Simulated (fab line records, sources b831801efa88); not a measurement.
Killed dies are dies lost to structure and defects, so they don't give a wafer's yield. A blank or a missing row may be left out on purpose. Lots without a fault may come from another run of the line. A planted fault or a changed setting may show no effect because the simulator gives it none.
Which tool did it? | flow sky130 | 15 lots, 45 wafers sampled, at 2 steps of a route of 708

WHAT THE GAUGES READ, wafer by wafer
SKY_CONTACT_OVL_MEAS_15. Usual: CONTACT_OVL -2 nm, standard deviation 4.7.
lot  | measured     | on         | CONTACT_OVL (nm) | flag
L299 | day 31 18:29 | overlay-02 | -2 2 -4          |
L301 | day 33 09:36 | overlay-01 | -6 -1 -6         |
L302 | day 33 10:44 | overlay-01 | 2 2 4            |
L300 | day 33 11:28 | overlay-02 | 1 -3 8           |
L303 | day 33 11:39 | overlay-02 | 0 -2 4           |
L305 | day 33 22:40 | overlay-01 | 3 -2 -4          |
L306 | day 33 23:33 | overlay-01 | -1 0 3           |
L308 | day 34 21:09 | overlay-02 | 7 1 4            |
L312 | day 36 03:55 | overlay-01 | -7 -6 -2         |
L314 | day 36 17:57 | overlay-02 | -1 4 9           |
L315 | day 36 18:58 | overlay-01 | -3 -4 -3         |
L316 | day 37 16:31 | overlay-02 | -3 -2 -3         |
L319 | day 38 04:26 | overlay-01 | 0 0 3            |
L320 | day 38 11:17 | overlay-01 | -8 3 -4          |
L321 | day 38 16:00 | overlay-02 | -4 -10 -10       |

WHICH TOOL RAN EACH LOT (tool, then ch and the chambers of the sampled wafers, then the start)
lot  | SKY_POLY_CUT_STRIP_12
L299 | plasma_asher-02 ch 0,1, day 24 12:50
L301 | plasma_asher-02 ch 0,1, day 26 04:28
L302 | plasma_asher-01 ch 0, day 26 04:33
L300 | plasma_asher-04 ch 0,1, day 26 04:35
L303 | plasma_asher-02 ch 0,1, day 26 04:54
L305 | plasma_asher-02 ch 0,1, day 26 18:37
L306 | plasma_asher-02 ch 0,1, day 26 23:11
L308 | plasma_asher-04 ch 0, day 27 20:53
L312 | plasma_asher-04 ch 0,1, day 29 03:20
L314 | plasma_asher-04 ch 0,1, day 29 19:58
L315 | plasma_asher-04 ch 0,1, day 29 21:27
L316 | plasma_asher-01 ch 0,1, day 30 20:25
L319 | plasma_asher-01 ch 0,1, day 31 08:03
L320 | plasma_asher-04 ch 0,1, day 31 17:10
L321 | plasma_asher-04 ch 0,1, day 31 23:19
- SKY_POLY_CUT_STRIP_12: strips in O2/N2.

WHAT THE TOOLS THEMSELVES READ (means of the sampled wafers that have a number; where no wafer has one, the mark that the record gives instead)
SKY_POLY_CUT_STRIP_12. Usual: drypump_motor_current_A 5.7 A, standard deviation 0.52; n2_flow_sccm 299.9 sccm, standard deviation 0.86; oes_product_au 0.452 a.u., standard deviation 0.0044; strip_time_to_endpoint_s 5.365 s, standard deviation 0.019.
lot  | tool            | drypump_motor_current_A (A) | n2_flow_sccm (sccm) | oes_product_au (a.u.) | strip_time_to_endpoint_s (s) | flag
L299 | plasma_asher-02 | 5.7                         | 300.0               | 0.449                 | 5.353                        |
L301 | plasma_asher-02 | 5.5                         | 300.5               | 0.455                 | 5.368                        |
L302 | plasma_asher-01 | 5.3                         | 300.1               | 0.455                 | 5.356                        |
L300 | plasma_asher-04 | 5.4                         | 299.5               | 0.449                 | 5.359                        |
L303 | plasma_asher-02 | 5.4                         | 299.5               | 0.451                 | 5.337                        |
L305 | plasma_asher-02 | 5.7                         | 300.2               | 0.449                 | 5.366                        |
L306 | plasma_asher-02 | 5.4                         | 300.2               | 0.451                 | 5.357                        |
L308 | plasma_asher-04 | 6.1                         | 299.9               | 0.453                 | 5.379                        |
L312 | plasma_asher-04 | 5.8                         | 299.3               | 0.455                 | 5.394                        |
L314 | plasma_asher-04 | 5.5                         | 298.7               | 0.453                 | 5.367                        |
L315 | plasma_asher-04 | 5.5                         | 300.1               | 0.461                 | 5.399                        |
L316 | plasma_asher-01 | 6.1                         | 300.1               | 0.449                 | 5.376                        |
L319 | plasma_asher-01 | 5.7                         | 300.3               | 0.454                 | 5.370                        |
L320 | plasma_asher-04 | 5.8                         | 300.7               | 0.449                 | 5.359                        |
L321 | plasma_asher-04 | 5.8                         | 299.9               | 0.451                 | 5.355                        |

THE ANSWER, worked out from the rows above alone
Rule: a lot is off if the mean of its wafers that have a number lies more than 3 standard deviations from the usual mean. A lot without any number at a reading at which 4 lots or more have one is off too. The other lots that the step has rows for count as sound. The gauges are gone through in route order, then the tools' own readings, and for those a lot's mean is taken as printed above. The first step at which some lot is off is used, and at that step the reading that is off furthest; a lot without a number counts as furthest.
No lot is off at any reading shown: from this, nothing can be told.

WHAT THE SIMULATOR HAD PUT IN
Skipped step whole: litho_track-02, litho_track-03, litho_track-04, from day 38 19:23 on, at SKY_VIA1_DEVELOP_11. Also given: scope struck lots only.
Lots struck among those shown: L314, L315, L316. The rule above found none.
